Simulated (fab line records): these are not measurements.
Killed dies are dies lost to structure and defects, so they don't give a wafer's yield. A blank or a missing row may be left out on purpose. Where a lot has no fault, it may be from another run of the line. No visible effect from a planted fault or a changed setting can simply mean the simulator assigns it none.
fab line records -- flow sky130
[record] lots = 13, wafers = 39, last-day = 50
route steps=708 shown LI_CONTACT@363 LOCAL_INTERCONNECT@387 PAD_OPEN@708
lots with no fault: from the same line, run without faults
start-h: hours from the record's opening day to when the first of the lot's shown wafers began -- wait-h: hours since the lot's step before -- " identical to the entry in the row above -- L1.1+2: one row covering several wafers at once -- - no value, or no start was given -- * or withheld: withheld -- < > ~ a bound
route shown NAME@n: names a module that has steps shown in the file, with the first one's number in the route -- usual: the fault-free wafers' mean and standard deviation -- same: alike in all rows -- chamber/n: place in a boat -- sites: each site's reading -- _std_site: standard deviation across them -- _edge_site: outer sites' mean less inner sites' -- radius-mm: for every site, how far away it sits from the centre of the wafer -- mask NAME#n: copy n -- behind: the last tool/chamber to shape the wafer -- hold: why the lot went on hold/how many hours it stayed there/how the hold came to an end -- device: the n, p or np transistor that did not switch -- end of line: at the end of the route, the tests of the same wafers -- a step without rows: its recipe alone -- killed: count of dies lost to structure and defects at first sort (not the wafer's yield) -- map: a wafer's dies, marking killed ones x, the rest . and places with no die _
set.NAME: the run value of the setting; set.NAME@STEP: its run value at that earlier step -- model.NAME: the simulator's own value behind a step, which no gauge read
a sample of lots followed through the steps of the route, with each step as a table and each wafer as a row
services: a tool's chamber out of use, with start hour (start-h, from the record's first day; less than 0 if before it), hours out, and reason
[[steps]]
[step SKY_LI_CONTACT_THK_MEAS_01]
[recipe] reads = PSG_of_LI_CONTACT_HDPCVD_00
[usual] LI_CONTACT_HDPCVD_THK = 952/9.4
lot.wafer,tool,chamber,start-h,wait-h,LI_CONTACT_HDPCVD_THK[nm]
L721.3,film-metro-03,-,669.49,0.1,953
L721.4,film-metro-03,-,669.49,0.1,962
L721.6,film-metro-03,-,669.49,0.1,969
L723.4,film-metro-04,-,672.04,0.0,961
L723.5,film-metro-04,-,672.04,0.0,960
L723.6,film-metro-04,-,672.04,0.0,963
L724.4,film-metro-03,-,683.29,0.0,945
L724.5,film-metro-03,-,683.29,0.0,946
L724.6,film-metro-03,-,683.29,0.0,961
L726.3,film-metro-03,-,707.24,0.1,940
L726.4,film-metro-03,-,707.24,0.1,931
L726.5,film-metro-03,-,707.24,0.1,950
L727.1,film-metro-02,-,718.31,0.1,948
L727.4,film-metro-02,-,718.31,0.1,938
L727.5,film-metro-02,-,718.31,0.1,946
L728.1,film-metro-04,-,723.07,0.1,941
L728.2,film-metro-04,-,723.07,0.1,943
L728.3,film-metro-04,-,723.07,0.1,947
L729.1,film-metro-04,-,726.02,0.1,957
L729.4,film-metro-04,-,726.02,0.1,970
L729.6,film-metro-04,-,726.02,0.1,961
L730.1,film-metro-04,-,736.24,0.1,949
L730.3,film-metro-04,-,736.24,0.1,968
L730.5,film-metro-04,-,736.24,0.1,955
L731.2,film-metro-02,-,740.16,0.1,954
L731.4,film-metro-02,-,740.16,0.1,961
L731.6,film-metro-02,-,740.16,0.1,955
L738.1,film-metro-02,-,788.16,0.1,953
L738.4,film-metro-02,-,788.16,0.1,941
L738.6,film-metro-02,-,788.16,0.1,926
L739.1,film-metro-02,-,798.17,0.1,944
L739.4,film-metro-02,-,798.17,0.1,960
L739.6,film-metro-02,-,798.17,0.1,956
L741.1,film-metro-02,-,828.94,0.1,948
L741.3,film-metro-02,-,828.94,0.1,960
L741.6,film-metro-02,-,828.94,0.1,948
L743.2,film-metro-03,-,829.82,0.1,946
L743.3,film-metro-03,-,829.82,0.1,940
L743.5,film-metro-03,-,829.82,0.1,942
[step SKY_LI_CONTACT_CMP_24]
[recipe] stop-on = PSG, t-overpolish-s = 20, down-force-psi = 3.5, platen-rpm = 60, target-thk-nm = 0, pad-velocity-m-s = 0.94248
[usual] motor-current-A = 10.5/0.76, overpolish-run-s = 19.999/0.0085, platen-rpm = 60.00/0.043, time-to-endpoint-s = 95/7.1
lot.wafer,tool,chamber,start-h,wait-h,motor-current-A,overpolish-run-s,platen-rpm,time-to-endpoint-s
L721.3,cmp-02,0,699.13,0.1,11.6,20.007,59.95,92
L721.4,cmp-02,1,699.13,0.1,11.1,19.993,59.93,104
L721.6,cmp-02,3,699.13,0.1,10.4,20.011,60.05,99
L723.4,cmp-02,1,701.86,0.1,11.5,19.983,60.01,102
L723.5,cmp-02,0,701.86,0.1,12.1,19.992,60.06,89
L723.6,cmp-02,1,701.86,0.1,10.9,19.998,60.02,100
L724.4,cmp-02,3,712.27,0.1,10.0,20.011,60.03,104
L724.5,cmp-02,1,712.27,0.1,10.6,19.992,60.00,109
L724.6,cmp-02,2,712.27,0.1,9.4,19.993,60.02,104
L726.3,cmp-02,2,736.16,0.1,9.4,19.984,59.95,98
L726.4,cmp-02,0,736.16,0.1,11.5,20.008,59.99,85
L726.5,cmp-02,2,736.16,0.1,9.7,19.987,60.03,97
L727.1,cmp-01,1,747.57,0.1,11.7,20.002,59.98,93
L727.4,cmp-01,3,747.57,0.1,10.9,19.994,60.05,91
L727.5,cmp-01,1,747.57,0.1,10.8,20.001,59.94,95
L728.2,cmp-01,1,752.56,0.0,10.4,20.005,60.02,90
L728.3,cmp-01,2,752.56,0.0,9.9,20.004,59.96,82
L728.1,cmp-01,0,752.56,0.0,10.9,20.001,59.99,94
L729.4,cmp-01,1,755.78,0.0,11.0,20.006,59.97,92
L729.1,cmp-01,3,755.78,0.0,10.9,19.992,60.01,90
L729.6,cmp-01,2,755.78,0.0,9.0,19.999,60.00,85
L730.3,cmp-01,0,765.35,0.1,11.2,19.998,60.02,85
L730.1,cmp-01,2,765.35,0.1,9.6,20.008,60.04,83
L730.5,cmp-01,0,765.35,0.1,10.4,20.012,59.98,85
L731.2,cmp-01,0,768.76,0.0,11.1,19.997,60.06,87
L731.4,cmp-01,1,768.76,0.0,11.2,19.989,60.09,90
L731.6,cmp-01,1,768.76,0.0,11.3,20.000,60.04,89
L738.1,cmp-01,2,816.73,0.1,8.9,19.993,60.00,92
L738.4,cmp-01,3,816.73,0.1,10.1,19.999,60.05,94
L738.6,cmp-01,1,816.73,0.1,11.1,19.999,60.02,97
L739.4,cmp-01,3,825.33,0.0,10.8,20.006,59.99,96
L739.1,cmp-01,2,825.33,0.0,9.2,19.998,59.89,85
L739.6,cmp-01,0,825.33,0.0,11.2,19.995,60.01,93
L741.3,cmp-02,1,856.67,0.0,10.8,20.003,59.96,104
L741.1,cmp-02,0,856.67,0.0,11.1,20.005,60.07,94
L741.6,cmp-02,2,856.67,0.0,9.2,19.998,60.02,101
L743.2,cmp-01,0,857.67,0.1,11.1,19.985,59.95,95
L743.3,cmp-01,1,857.67,0.1,11.2,20.000,59.98,100
L743.5,cmp-01,0,857.67,0.1,11.1,19.997,60.06,98
[step SKY_LOCAL_INTERCONNECT_SPUTTER_00]
[recipe] material = TiN, target-thk-nm = 100, temp-c = 300, power-w = 6500, time-s = 83.3, chamber-pressure-pa = 0.4
[usual] cathode-dc-power-W = 6499.9/1.3, chamber-pressure-pa = 0.3999/0.00086, susceptor-temp-C = 299.98/0.19, throttle-valve-pct = 30.3/1.3
lot.wafer,tool,chamber,start-h,wait-h,cathode-dc-power-W,chamber-pressure-pa,susceptor-temp-C,throttle-valve-pct
L721.3,pvd-sputter-02,-,699.38,0.2,6501.6,0.4009,299.65,32.0
L721.4,pvd-sputter-02,-,699.38,0.2,6498.6,0.3994,300.42,31.1
L721.6,pvd-sputter-02,-,699.38,0.2,6500.3,0.4001,299.71,32.1
L723.4,pvd-sputter-02,-,702.11,0.2,6499.4,0.4007,300.17,29.2
L723.5,pvd-sputter-02,-,702.11,0.2,6497.7,0.4003,299.91,28.8
L723.6,pvd-sputter-02,-,702.11,0.2,6499.2,0.3996,299.84,32.1
L724.4,pvd-sputter-03,-,712.47,0.1,6501.2,0.4004,300.14,31.1
L724.5,pvd-sputter-03,-,712.47,0.1,6500.1,0.4002,299.68,28.7
L724.6,pvd-sputter-03,-,712.47,0.1,6502.1,0.4001,300.32,30.1
L726.3,pvd-sputter-02,-,736.41,0.2,6499.5,0.3999,299.68,29.4
L726.4,pvd-sputter-02,-,736.41,0.2,6498.5,0.3984,299.97,29.0
L726.5,pvd-sputter-02,-,736.41,0.2,6500.2,0.4002,300.03,32.1
L727.1,pvd-sputter-03,-,747.82,0.2,6500.8,0.3988,299.97,29.8
L727.4,pvd-sputter-03,-,747.82,0.2,6498.7,0.3989,300.02,31.3
L727.5,pvd-sputter-03,-,747.82,0.2,6499.3,0.3993,300.10,31.3
L728.1,pvd-sputter-01,-,752.86,0.1,6499.1,0.3985,300.07,29.9
L728.2,pvd-sputter-01,-,752.86,0.1,6499.7,0.4012,299.80,30.9
L728.3,pvd-sputter-01,-,752.86,0.1,6500.2,0.3988,299.96,27.9
L729.1,pvd-sputter-03,-,756.08,0.1,6499.4,0.3983,299.73,30.1
L729.4,pvd-sputter-03,-,756.08,0.1,6500.9,0.4008,299.99,28.4
L729.6,pvd-sputter-03,-,756.08,0.1,6501.6,0.4006,299.92,31.1
L730.1,pvd-sputter-03,-,765.60,0.1,6500.2,0.4004,300.10,31.0
L730.3,pvd-sputter-03,-,765.60,0.1,6501.5,0.3996,299.84,30.0
L730.5,pvd-sputter-03,-,765.60,0.1,6501.2,0.3998,299.74,29.7
L731.2,pvd-sputter-02,-,769.06,0.2,6499.6,0.4006,300.01,29.3
L731.4,pvd-sputter-02,-,769.06,0.2,6498.1,0.3999,300.04,32.2
L731.6,pvd-sputter-02,-,769.06,0.2,6500.0,0.4000,299.78,32.1
L738.1,pvd-sputter-03,-,816.93,0.1,6348.3,0.4001,300.15,30.1
L738.4,pvd-sputter-03,-,816.93,0.1,6348.7,0.3994,299.64,31.4
L738.6,pvd-sputter-03,-,816.93,0.1,6350.3,0.4008,299.92,28.5
L739.1,pvd-sputter-03,-,825.63,0.1,6349.8,0.4006,300.37,31.0
L739.4,pvd-sputter-03,-,825.63,0.1,6348.8,0.4012,299.91,29.8
L739.6,pvd-sputter-03,-,825.63,0.1,6350.7,0.4011,299.92,28.3
L741.1,pvd-sputter-01,-,856.97,0.1,6499.0,0.3997,300.05,31.6
L741.3,pvd-sputter-01,-,856.97,0.1,6499.2,0.3999,300.10,27.7
L741.6,pvd-sputter-01,-,856.97,0.1,6500.2,0.4000,299.96,31.8
L743.2,pvd-sputter-01,-,857.92,0.2,6498.8,0.3999,299.89,28.1
L743.3,pvd-sputter-01,-,857.92,0.2,6503.4,0.4004,300.10,31.9
L743.5,pvd-sputter-01,-,857.92,0.2,6501.4,0.3991,300.16,30.0
[step SKY_LOCAL_INTERCONNECT_OVL_MEAS_12]
[usual] LOCAL_INTERCONNECT_OVL = -3/4.6
lot.wafer,tool,chamber,start-h,wait-h,LOCAL_INTERCONNECT_OVL[nm]
L721.3,overlay-01,-,726.41,0.1,1
L721.4,overlay-01,-,726.41,0.1,4
L721.6,overlay-01,-,726.41,0.1,0
L723.4,overlay-01,-,729.20,0.1,5
L723.5,overlay-01,-,729.20,0.1,5
L723.6,overlay-01,-,729.20,0.1,6
L724.4,overlay-02,-,739.49,0.1,4
L724.5,overlay-02,-,739.49,0.1,-3
L724.6,overlay-02,-,739.49,0.1,2
L726.3,overlay-01,-,763.64,0.1,-1
L726.4,overlay-01,-,763.64,0.1,0
L726.5,overlay-01,-,763.64,0.1,-2
L727.1,overlay-02,-,775.42,0.1,-10
L727.4,overlay-02,-,775.42,0.1,-5
L727.5,overlay-02,-,775.42,0.1,-10
L728.1,overlay-02,-,780.15,0.1,1
L728.2,overlay-02,-,780.15,0.1,-4
L728.3,overlay-02,-,780.15,0.1,-5
L729.1,overlay-01,-,783.47,0.1,2
L729.4,overlay-01,-,783.47,0.1,7
L729.6,overlay-01,-,783.47,0.1,3
L730.1,overlay-02,-,792.92,0.1,-13
L730.3,overlay-02,-,792.92,0.1,0
L730.5,overlay-02,-,792.92,0.1,-7
L731.2,overlay-02,-,796.21,0.1,-1
L731.4,overlay-02,-,796.21,0.1,-6
L731.6,overlay-02,-,796.21,0.1,4
L738.1,overlay-02,-,843.65,0.1,0
L738.4,overlay-02,-,843.65,0.1,-10
L738.6,overlay-02,-,843.65,0.1,-6
L739.1,overlay-01,-,852.35,0.1,-5
L739.4,overlay-01,-,852.35,0.1,-9
L739.6,overlay-01,-,852.35,0.1,-1
L741.1,overlay-01,-,881.95,0.1,-2
L741.3,overlay-01,-,881.95,0.1,-5
L741.6,overlay-01,-,881.95,0.1,-4
L743.2,overlay-02,-,884.47,0.1,-6
L743.3,overlay-02,-,884.47,0.1,-5
L743.5,overlay-02,-,884.47,0.1,-6
[step SKY_PAD_OPEN_PROBE_99]
[usual] killed_at_M0_to_M3 = 43/6.6, killed_at_M4_up = 2.9/1.8, killed-at-contacts = 25/5.3, killed-at-front-end = 15/4.1, killed-at-other = 0.3/0.6, killed-dies = 86/8.8, killed-open = 47/6.7, killed-short = 39/6.2
[same] gross-dies = 492, killed-at-back-side = 0
lot.wafer,tool,chamber,start-h,wait-h,killed_at_M0_to_M3,killed_at_M4_up,killed-at-contacts,killed-at-front-end,killed-at-other,killed-dies,killed-open,killed-short
L721.3,prober-02,-,1089.16,0.2,47,2,23,16,0,88,44,44
L721.4,prober-02,-,1089.21,0.2,53,1,27,14,0,95,51,44
L721.6,prober-02,-,1089.31,0.2,37,2,21,15,0,75,36,39
L723.4,prober-02,-,1094.95,0.2,30,2,27,17,1,77,36,40
L723.5,prober-02,-,1095.00,0.2,44,3,19,18,1,85,43,42
L723.6,prober-02,-,1095.05,0.2,33,4,28,14,1,80,47,33
L724.4,prober-01,-,1101.51,0.2,35,2,22,14,0,73,38,35
L724.5,prober-01,-,1101.56,0.2,39,3,31,13,0,86,49,37
L724.6,prober-01,-,1101.61,0.2,56,3,20,12,0,91,46,45
L726.3,prober-01,-,1120.31,0.2,56,3,23,18,0,100,45,55
L726.4,prober-01,-,1120.36,0.2,43,3,32,11,1,90,52,38
L726.5,prober-01,-,1120.41,0.2,37,4,26,16,0,83,51,32
L727.1,prober-02,-,1128.68,0.1,32,7,21,18,0,78,35,43
L727.4,prober-02,-,1128.83,0.2,67,4,17,12,0,100,57,43
L727.5,prober-02,-,1128.88,0.2,42,1,34,12,0,89,54,35
L728.1,prober-01,-,1133.77,0.1,43,3,19,12,0,77,56,21
L728.2,prober-01,-,1133.82,0.1,39,2,16,24,0,81,35,46
L728.3,prober-01,-,1133.87,0.2,35,5,27,13,0,80,41,39
L729.1,prober-01,-,1136.14,0.1,35,3,26,17,0,81,44,37
L729.4,prober-01,-,1136.29,0.2,47,4,31,9,0,91,56,35
L729.6,prober-01,-,1136.39,0.2,42,3,24,18,0,87,52,34
L730.1,prober-02,-,1141.26,0.1,43,2,17,13,0,75,39,36
L730.3,prober-02,-,1141.36,0.2,38,6,29,18,0,91,49,42
L730.5,prober-02,-,1141.46,0.2,54,0,26,9,0,89,48,41
L731.2,prober-01,-,1141.71,0.1,40,0,33,19,0,92,50,42
L731.4,prober-01,-,1141.81,0.2,26,2,27,18,0,73,35,37
L731.6,prober-01,-,1141.91,0.2,35,3,28,21,1,88,42,46
L738.1,prober-02,-,1176.70,0.1,43,2,24,22,0,91,46,43
L738.4,prober-02,-,1176.85,0.2,36,4,29,21,0,90,44,46
L738.6,prober-02,-,1176.95,0.2,42,2,29,19,0,92,54,38
L739.1,prober-01,-,1180.08,0.1,36,7,25,15,0,83,57,24
L739.4,prober-01,-,1180.23,0.2,39,3,25,16,0,83,48,35
L739.6,prober-01,-,1180.33,0.2,46,1,18,23,0,88,46,42
L741.1,prober-01,-,1199.09,0.1,45,4,24,20,1,94,55,38
L741.3,prober-01,-,1199.19,0.2,52,4,22,17,0,95,50,45
L741.6,prober-01,-,1199.34,0.2,42,0,30,14,1,87,54,32
L743.2,prober-01,-,1201.20,0.1,44,3,21,19,0,87,49,38
L743.3,prober-01,-,1201.25,0.2,47,1,21,13,0,82,54,27
L743.5,prober-01,-,1201.35,0.2,33,2,27,14,0,76,42,34
// killed by level:class
L721.3 VIA2:geometric-particle:open=13 CONTACT:geometric-particle:open=7 CONTACT:geometric-particle:short=7 METAL1:geometric-particle:short=6 VIA3:geometric-particle:open=6 VIA1:geometric-particle:open=5 METAL3:geometric-particle:short=5 FIELD_ISO:geometric-particle:short=4
L721.4 VIA3:geometric-particle:open=12 LI_CONTACT:geometric-particle:open=9 VIA1:geometric-particle:open=9 VIA1:geometric-particle:short=7 METAL2:geometric-particle:short=6 CONTACT:geometric-particle:short=6 VIA2:geometric-particle:open=6 LOCAL_INTERCONNECT:geometric-particle:short=4
L721.6 CONTACT:geometric-particle:open=7 VIA2:geometric-particle:open=6 LI_CONTACT:geometric-particle:open=5 METAL2:geometric-particle:short=5 METAL1:geometric-particle:short=5 POLY_GATE:geometric-particle:open=4 VIA3:geometric-particle:open=4 CONTACT:geometric-particle:short=4
L723.4 CONTACT:geometric-particle:open=12 VIA1:geometric-particle:open=7 FIELD_ISO:geometric-particle:short=6 POLY_GATE:geometric-particle:short=6 LI_CONTACT:geometric-particle:open=6 CONTACT:geometric-particle:short=4 VIA1:geometric-particle:short=4 METAL2:geometric-particle:short=4
L723.5 VIA1:geometric-particle:open=10 FIELD_ISO:geometric-particle:short=6 CONTACT:geometric-particle:open=6 VIA2:geometric-particle:open=6 LOCAL_INTERCONNECT:geometric-particle:short=5 VIA3:geometric-particle:open=4 POLY_GATE:geometric-particle:short=4 LI_CONTACT:geometric-particle:open=4
L723.6 LI_CONTACT:geometric-particle:open=12 CONTACT:geometric-particle:open=9 METAL2:geometric-particle:short=6 VIA2:geometric-particle:open=5 VIA3:geometric-particle:short=5 POLY_GATE:geometric-particle:open=4 METAL1:geometric-particle:open=4 FIELD_ISO:geometric-particle:short=3
L724.4 CONTACT:geometric-particle:open=8 LI_CONTACT:geometric-particle:open=7 VIA1:geometric-particle:open=6 METAL3:geometric-particle:short=6 FIELD_ISO:geometric-particle:open=5 VIA2:geometric-particle:open=5 VIA3:geometric-particle:open=5 FIELD_ISO:geometric-particle:short=4
L724.5 LI_CONTACT:geometric-particle:open=13 VIA1:geometric-particle:open=12 CONTACT:geometric-particle:short=7 CONTACT:geometric-particle:open=6 METAL1:geometric-particle:short=6 FIELD_ISO:geometric-particle:open=5 METAL2:geometric-particle:short=5 VIA1:geometric-particle:short=4
L724.6 VIA1:geometric-particle:open=15 VIA2:geometric-particle:short=7 VIA1:geometric-particle:short=6 VIA3:geometric-particle:open=6 METAL2:geometric-particle:short=6 VIA2:geometric-particle:open=6 CONTACT:geometric-particle:short=5 LI_CONTACT:geometric-particle:open=5
L726.3 VIA1:geometric-particle:open=13 CONTACT:geometric-particle:open=11 METAL1:geometric-particle:short=11 POLY_GATE:geometric-particle:short=6 LOCAL_INTERCONNECT:geometric-particle:short=5 VIA1:geometric-particle:short=5 VIA2:geometric-particle:open=5 VIA3:geometric-particle:short=5
L726.4 VIA1:geometric-particle:open=13 LI_CONTACT:geometric-particle:open=11 VIA2:geometric-particle:open=8 CONTACT:geometric-particle:open=8 LOCAL_INTERCONNECT:geometric-particle:short=6 METAL1:geometric-particle:short=5 METAL2:geometric-particle:short=5 POLY_GATE:geometric-particle:short=4
L726.5 CONTACT:geometric-particle:open=11 VIA1:geometric-particle:open=9 VIA2:geometric-particle:open=7 POLY_GATE:geometric-particle:open=6 LI_CONTACT:geometric-particle:open=6 METAL1:geometric-particle:short=5 LOCAL_INTERCONNECT:geometric-particle:short=5 CONTACT:geometric-particle:short=4
L727.1 CONTACT:geometric-particle:open=7 POLY_GATE:geometric-particle:short=5 POLY_GATE:geometric-particle:open=5 CONTACT:geometric-particle:short=5 METAL2:geometric-particle:short=5 VIA2:geometric-particle:open=5 METAL3:geometric-particle:short=5 METAL4:geometric-particle:short=5
L727.4 VIA3:geometric-particle:open=11 VIA1:geometric-particle:open=11 CONTACT:geometric-particle:open=9 METAL1:geometric-particle:short=8 VIA2:geometric-particle:open=7 METAL2:geometric-particle:short=5 VIA3:geometric-particle:short=5 VIA2:geometric-particle:short=4
L727.5 CONTACT:geometric-particle:open=13 VIA1:geometric-particle:open=9 VIA3:geometric-particle:open=8 VIA1:geometric-particle:short=7 VIA2:geometric-particle:open=7 LI_CONTACT:geometric-particle:open=6 CONTACT:geometric-particle:short=6 FIELD_ISO:geometric-particle:open=5
L728.1 VIA1:geometric-particle:open=14 CONTACT:geometric-particle:open=10 VIA2:geometric-particle:open=10 VIA1:geometric-particle:short=5 POLY_GATE:geometric-particle:short=4 VIA3:geometric-particle:open=4 LOCAL_INTERCONNECT:geometric-particle:open=4 FIELD_ISO:geometric-particle:open=3
L728.2 POLY_GATE:geometric-particle:short=11 VIA1:geometric-particle:open=10 VIA1:geometric-particle:short=7 FIELD_ISO:geometric-particle:short=6 VIA2:geometric-particle:open=6 VIA3:geometric-particle:short=6 LI_CONTACT:geometric-particle:open=5 METAL1:geometric-particle:short=5
L728.3 VIA1:geometric-particle:open=11 CONTACT:geometric-particle:open=11 POLY_GATE:geometric-particle:short=6 VIA1:geometric-particle:short=5 VIA3:geometric-particle:open=5 FIELD_ISO:geometric-particle:short=4 LI_CONTACT:geometric-particle:short=4 LI_CONTACT:geometric-particle:open=4
L729.1 LI_CONTACT:geometric-particle:open=9 VIA2:geometric-particle:open=8 CONTACT:geometric-particle:short=6 FIELD_ISO:geometric-particle:open=5 VIA3:geometric-particle:open=5 LOCAL_INTERCONNECT:geometric-particle:short=4 POLY_GATE:geometric-particle:short=4 POLY_GATE:geometric-particle:open=4
L729.4 VIA1:geometric-particle:open=12 CONTACT:geometric-particle:open=11 LI_CONTACT:geometric-particle:open=10 VIA2:geometric-particle:open=8 LI_CONTACT:geometric-particle:short=7 VIA3:geometric-particle:open=7 VIA1:geometric-particle:short=6 METAL2:geometric-particle:short=4
L729.6 CONTACT:geometric-particle:open=10 VIA1:geometric-particle:open=9 VIA3:geometric-particle:short=8 VIA3:geometric-particle:open=8 LI_CONTACT:geometric-particle:open=7 FIELD_ISO:geometric-particle:open=5 POLY_GATE:geometric-particle:short=4 POLY_GATE:geometric-particle:open=4
L730.1 VIA3:geometric-particle:open=11 VIA1:geometric-particle:open=7 LOCAL_INTERCONNECT:geometric-particle:short=6 VIA2:geometric-particle:open=5 VIA3:geometric-particle:short=5 FIELD_ISO:geometric-particle:short=4 LI_CONTACT:geometric-particle:open=4 CONTACT:geometric-particle:open=4
L730.3 CONTACT:geometric-particle:open=12 LI_CONTACT:geometric-particle:open=7 FIELD_ISO:geometric-particle:open=6 CONTACT:geometric-particle:short=6 VIA2:geometric-particle:open=6 METAL1:geometric-particle:short=6 VIA1:geometric-particle:short=6 POLY_GATE:geometric-particle:open=5
L730.5 VIA1:geometric-particle:open=16 CONTACT:geometric-particle:short=8 CONTACT:geometric-particle:open=8 VIA2:geometric-particle:open=7 METAL1:geometric-particle:short=6 VIA3:geometric-particle:open=6 LI_CONTACT:geometric-particle:open=5 METAL2:geometric-particle:short=5
L731.2 VIA1:geometric-particle:open=11 LI_CONTACT:geometric-particle:open=11 CONTACT:geometric-particle:open=11 METAL2:geometric-particle:short=9 POLY_GATE:geometric-particle:short=5 CONTACT:geometric-particle:short=4 METAL1:geometric-particle:short=4 FIELD_ISO:geometric-particle:open=3
L731.4 LI_CONTACT:geometric-particle:open=11 METAL2:geometric-particle:short=6 VIA3:geometric-particle:open=6 FIELD_ISO:geometric-particle:open=5 FIELD_ISO:geometric-particle:short=5 VIA1:geometric-particle:short=5 LOCAL_INTERCONNECT:geometric-particle:short=4 CONTACT:geometric-particle:short=4
L731.6 CONTACT:geometric-particle:open=15 VIA1:geometric-particle:open=9 METAL2:geometric-particle:short=7 FIELD_ISO:geometric-particle:short=6 CONTACT:geometric-particle:short=6 POLY_GATE:geometric-particle:short=5 METAL1:geometric-particle:short=5 FIELD_ISO:geometric-particle:open=4
L738.1 VIA1:geometric-particle:open=10 POLY_GATE:geometric-particle:open=6 LI_CONTACT:geometric-particle:open=6 VIA3:geometric-particle:open=6 CONTACT:geometric-particle:short=5 CONTACT:geometric-particle:open=5 VIA2:geometric-particle:open=5 METAL1:geometric-particle:short=5
L738.4 LI_CONTACT:geometric-particle:open=10 VIA1:geometric-particle:open=8 FIELD_ISO:geometric-particle:short=7 CONTACT:geometric-particle:open=7 VIA1:geometric-particle:short=7 FIELD_ISO:geometric-particle:open=6 LI_CONTACT:geometric-particle:short=5 METAL2:geometric-particle:short=5
L738.6 CONTACT:geometric-particle:open=12 LI_CONTACT:geometric-particle:open=10 VIA2:geometric-particle:open=10 METAL1:geometric-particle:short=8 VIA1:geometric-particle:open=8 CONTACT:geometric-particle:short=6 FIELD_ISO:geometric-particle:short=5 POLY_GATE:geometric-particle:open=5
L739.1 VIA1:geometric-particle:open=14 CONTACT:geometric-particle:open=9 LI_CONTACT:geometric-particle:open=7 POLY_GATE:geometric-particle:short=5 VIA3:geometric-particle:open=5 METAL2:geometric-particle:short=5 VIA2:geometric-particle:open=5 LI_CONTACT:geometric-particle:short=4
L739.4 LI_CONTACT:geometric-particle:open=9 VIA2:geometric-particle:open=9 CONTACT:geometric-particle:open=8 VIA1:geometric-particle:open=7 FIELD_ISO:geometric-particle:short=5 VIA1:geometric-particle:short=4 POLY_GATE:geometric-particle:open=4 METAL1:geometric-particle:short=4
L739.6 POLY_GATE:geometric-particle:open=8 VIA3:geometric-particle:open=8 METAL1:geometric-particle:short=8 LI_CONTACT:geometric-particle:open=7 VIA1:geometric-particle:open=7 POLY_GATE:geometric-particle:short=6 METAL3:geometric-particle:short=6 FIELD_ISO:geometric-particle:open=5
L741.1 VIA1:geometric-particle:open=13 VIA3:geometric-particle:open=10 CONTACT:geometric-particle:open=9 VIA2:geometric-particle:open=9 LOCAL_INTERCONNECT:geometric-particle:short=6 POLY_GATE:geometric-particle:open=5 CONTACT:geometric-particle:short=5 METAL1:geometric-particle:short=5
L741.3 VIA1:geometric-particle:open=12 VIA2:geometric-particle:open=9 VIA3:geometric-particle:open=8 FIELD_ISO:geometric-particle:short=6 LOCAL_INTERCONNECT:geometric-particle:short=6 CONTACT:geometric-particle:open=6 METAL2:geometric-particle:short=6 METAL1:geometric-particle:short=5
L741.6 VIA1:geometric-particle:open=14 CONTACT:geometric-particle:open=9 LI_CONTACT:geometric-particle:open=8 LOCAL_INTERCONNECT:geometric-particle:short=7 VIA3:geometric-particle:open=7 VIA2:geometric-particle:open=6 CONTACT:geometric-particle:short=5 FIELD_ISO:geometric-particle:short=3
L743.2 METAL2:geometric-particle:short=10 CONTACT:geometric-particle:open=7 METAL1:geometric-particle:short=7 VIA2:geometric-particle:open=7 FIELD_ISO:geometric-particle:open=6 VIA1:geometric-particle:open=6 POLY_GATE:geometric-particle:open=4 LI_CONTACT:geometric-particle:open=4
L743.3 VIA1:geometric-particle:open=21 VIA2:geometric-particle:open=8 LI_CONTACT:geometric-particle:open=7 VIA3:geometric-particle:short=6 FIELD_ISO:geometric-particle:open=5 POLY_GATE:geometric-particle:short=5 CONTACT:geometric-particle:short=5 CONTACT:geometric-particle:open=4
L743.5 CONTACT:geometric-particle:open=12 VIA1:geometric-particle:open=9 METAL1:geometric-particle:short=7 VIA2:geometric-particle:open=5 POLY_GATE:geometric-particle:short=4 LI_CONTACT:geometric-particle:open=4 LOCAL_INTERCONNECT:geometric-particle:short=4 CONTACT:geometric-particle:short=4
[[services]]
tool,chamber,start-h,hours,kind
cmp-02,-,684.36,0.3,repair
cmp-01,-,722.84,5.5,pm
cmp-02,-,728.62,5.1,repair
pvd-sputter-02,-,741.76,2.4,repair
cmp-02,-,744.00,4.0,pm
cmp-02,-,748.00,-,consumable-replace:conditioner
cmp-02,-,748.00,-,consumable-replace:pad
cmp-02,-,754.48,8.9,pm
pvd-sputter-03,-,760.26,0.6,repair
cmp-02,-,764.97,1.2,repair
cmp-01,-,801.83,9.2,pm
pvd-sputter-03,-,804.38,1.4,repair
pvd-sputter-02,-,852.24,1.9,repair
cmp-01,-,854.20,1.3,repair
[[key]]
[first-sign] step = SKY_LOCAL_INTERCONNECT_SPUTTER_00, reading = cathode-dc-power-W, direction = down, sigmas = 99+, usual = 6499.9, struck = 6349.4
effect none on later readings
met-at SKY_LOCAL_INTERCONNECT_SPUTTER_00
struck-lots L738,L739
tester-left-out L738,L739
not-acting-at SKY_LI_CONTACT_THK_MEAS_01,SKY_LI_CONTACT_CMP_24,SKY_LOCAL_INTERCONNECT_OVL_MEAS_12
onset-between 765.60 816.93
[fault] kind = process-parameter-drift, tool = pvd-sputter-03, chamber = -, onset-h = 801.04, steps = SKY_LOCAL_INTERCONNECT_SPUTTER_00, channel = power-w, offset = *, shape = step, end-h = 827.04, acts-in = *, stated = *
// tester-left-out: of these lots the tester's yield and bins aren't shown, on N5 and GAA mostly nor the transistor test; their killed dies are dies lost to structure and defects alone, not to doping, threshold or leakage, so they don't give the yield
